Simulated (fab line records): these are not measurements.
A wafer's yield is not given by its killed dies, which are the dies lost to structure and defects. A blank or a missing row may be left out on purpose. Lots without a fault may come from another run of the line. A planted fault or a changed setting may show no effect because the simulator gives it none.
Comparing a struck lot with a sound one + flow sky130 + 38 steps out of a route of 708
Sound: the wafers L800.2, L800.3, L800.6. Struck: wafer L789.1 (L789.4, L789.6, from the same lot, were not struck and are left out); the cause is given at the end.
For every step that has rows: the tool of each side, followed by ch and its chambers, followed by its first start. Under that, the readings that differ: sound wafers + struck wafers + difference of the means + sigmas: that difference in standard deviations of wafers without a fault.
alike: same words and numbers on both sides, and readings whose means sit less than 2 such deviations apart. not compared: any withheld reading, any reading some wafer has no value for, any bound like >300 that may hide the same value, and any number with overlapping values for which the record gives no deviation.
The two part at a step that has a row with sigmas, a row that says differs or no value, or rows on one side only. When numbers do not overlap yet have no deviation, they are printed without sigmas and do not part them. A reading missing from all wafers of one side parts the sides only when that side holds two or more wafers.

first, 9 steps without rows for these wafers: SKY_VIA2_SPUTTER_20 (material TiN, target thk 20 nm, time 80 s); SKY_VIA2_CVD_21 (deposits W, target thk 420 nm, time 126.4 s); SKY_VIA2_CMP_24 (polishes, stops on SiO2, t overpolish 20 s, target thk 0 nm); SKY_METAL3_SPUTTER_00 (material Ti, target thk 15 nm, time 10 s); SKY_METAL3_SPUTTER_01 (material TiN, target thk 20 nm, time 16.7 s); SKY_METAL3_SPUTTER_02 (material AlCu, target thk 735 nm, time 39.1 s); SKY_METAL3_SPUTTER_03 (material Ti, target thk 5 nm, time 3.3 s); SKY_METAL3_SPUTTER_04 (material TiN, target thk 70 nm, time 58.3 s); SKY_CAPM_CVD_00 (deposits SiO2, target thk 15.5 nm).
SKY_CAPM_SPUTTER_02: material TiN, target thk 200 nm, time 166.7 s.
  struck on pvd-sputter-02, day 39 06:01; sound on pvd-sputter-02, day 42 08:55
| reading                                  | sound             | struck | difference | sigmas |
|------------------------------------------|-------------------|--------|------------|--------|
| model.TiN_of_CAPM_SPUTTER_02.thk-nm (nm) | 200.2 200.5 200.8 | 221.6  | +21.1      |        |
  alike: throttle-valve-pct
SKY_CAPM_RS_MEAS_03: uses a four-point probe to measure.
  struck on film-metro-01, day 39 06:08; sound on film-metro-01, day 42 09:02
| reading              | sound          | struck | difference | sigmas |
|----------------------|----------------|--------|------------|--------|
| CAPM_TIN_RS (ohm/sq) | 6.91 6.91 6.89 | 6.22   | -0.68      | -9     |
SKY_CAPM_THK_MEAS_04: measures by xrf.
  struck on film-metro-01, day 39 06:15; sound on film-metro-01, day 42 09:09
| reading           | sound             | struck | difference | sigmas |
|-------------------|-------------------|--------|------------|--------|
| CAPM_TIN_THK (nm) | 198.7 199.0 199.9 | 219.5  | +20.3      | +9     |
then, 7 steps without rows for these wafers: SKY_CAPM_DEHYDRATE_05 (time 60 s); SKY_CAPM_HMDS_06 (prime time 60 s); SKY_CAPM_COAT_07 (resist thk 1140 nm); SKY_CAPM_SOFTBAKE_08 (time 60 s); SKY_CAPM_EXPOSE_09 (exposes mask CAPM, target cd 1000 nm); SKY_CAPM_PEB_10; SKY_CAPM_DEVELOP_11 (develop time 60 s).
SKY_CAPM_METAL_ETCH_13: etches TiN in Cl2/BCl3, stops on SiO2, target depth 220 nm, time 62.9 s.
  sound on rie-metal-03 ch 0,1, day 43 07:43; struck on rie-metal-04 ch 0, day 40 05:31
| reading                | sound                | struck | difference | sigmas |
|------------------------|----------------------|--------|------------|--------|
| oes-product-au (a.u.)  | 0.942 0.937 0.937    | 1.003  | +0.064     | +8     |
| throttle-valve-pct (%) | 21.897 21.909 21.907 | 21.863 | -0.041     | -4     |
  alike: chamber-pressure-mTorr, drypump-motor-current-A
  not compared: rf-hours-counter-h
then, 16 steps without rows for these wafers: SKY_CAPM_STRIP_14 (strips in O2/N2); SKY_CAPM_STRIP_15 (strips in post etch residue remover, time 1200 s); SKY_CAPM_CLEAN_16 (cleans in IPA, time 180 s); SKY_CAPM_CLEAN_17 (cleans in O3/DIW); SKY_METAL3_DEHYDRATE_05 (time 60 s); SKY_METAL3_HMDS_06 (prime time 60 s); SKY_METAL3_COAT_07 (resist thk 60 nm); SKY_METAL3_COAT_08 (resist thk 1140 nm); SKY_METAL3_SOFTBAKE_09 (time 90 s); SKY_METAL3_EXPOSE_10 (exposes mask MM3, target cd 300 nm); SKY_METAL3_PEB_11; SKY_METAL3_DEVELOP_12 (develop time 60 s); SKY_METAL3_DESCUM_15 (chemistry O2, time 8 s); SKY_METAL3_ETCH_16 (etches BARC in N2/H2, stops on SiO2, time 88.2 s, target depth 60 nm); SKY_METAL3_ETCH_17 (etches SiO2 in C4F8/O2/Ar, stops on TiN, time 3.9 s, target depth 15 nm); SKY_METAL3_METAL_ETCH_18 (etches the open film in Cl2/BCl3, stops on SiO2, target depth 845 nm, time 183.1 s).
SKY_METAL3_STRIP_20: strips in post etch residue remover, time 1200 s.
  sound on wet-bench-01 ch 0, day 44 09:21; struck on wet-bench-01 ch 3, day 41 07:34
| reading                                  | sound             | struck | difference | sigmas |
|------------------------------------------|-------------------|--------|------------|--------|
| model.TiN_of_CAPM_SPUTTER_02.thk-nm (nm) | 199.4 199.7 199.9 | 220.8  | +21.1      |        |
-- the record jumps here: 7 days lie between the struck wafers' starts before and after (it left off in module METAL3 and takes up again in module PAD_OPEN, whose first step shown is number 708 of the route) --
SKY_PAD_OPEN_PROBE_99:
  struck on prober-02, day 48 03:02; sound on prober-01, day 50 09:21
| reading                               | sound                | struck    | difference | sigmas |
|---------------------------------------|----------------------|-----------|------------|--------|
| model.etest.cap-mim.leak-log10-a-cm2  | -8.793 -9.031 -8.952 | -7.361    | +1.564     |        |
| model.etest.via3-chain.rc-ohm         | 10.12 10.05 9.694    | 10.76     | +0.81      |        |
| model.etest.cap-mim.plate-ohm-sq      | 6.004 5.94 5.954     | 5.381     | -0.585     |        |
| model.etest.tester.sort_bin_8_pct (%) | 0 0 0                | 4.986e-06 | +4.986e-06 |        |
  alike: defect-limited-yield, killed_at_M0_to_M3, killed_at_M4_up, killed-at-contacts, killed-at-front-end, killed-at-other, killed-dies, killed-open, killed-short
  not compared: model.etest.tester.sort-n-pass, model.etest.tester.sort_bin_5_pct, model.etest.tester.sort-yield-pct, model.etest.tester.sort_bin_4_pct

## WHERE THEY PART
Earliest at SKY_CAPM_RS_MEAS_03; latest, in this record, at SKY_CAPM_METAL_ETCH_13. Later steps at which nothing parts them and some readings are alike: SKY_PAD_OPEN_PROBE_99.

WHY: what had been put in by the simulator
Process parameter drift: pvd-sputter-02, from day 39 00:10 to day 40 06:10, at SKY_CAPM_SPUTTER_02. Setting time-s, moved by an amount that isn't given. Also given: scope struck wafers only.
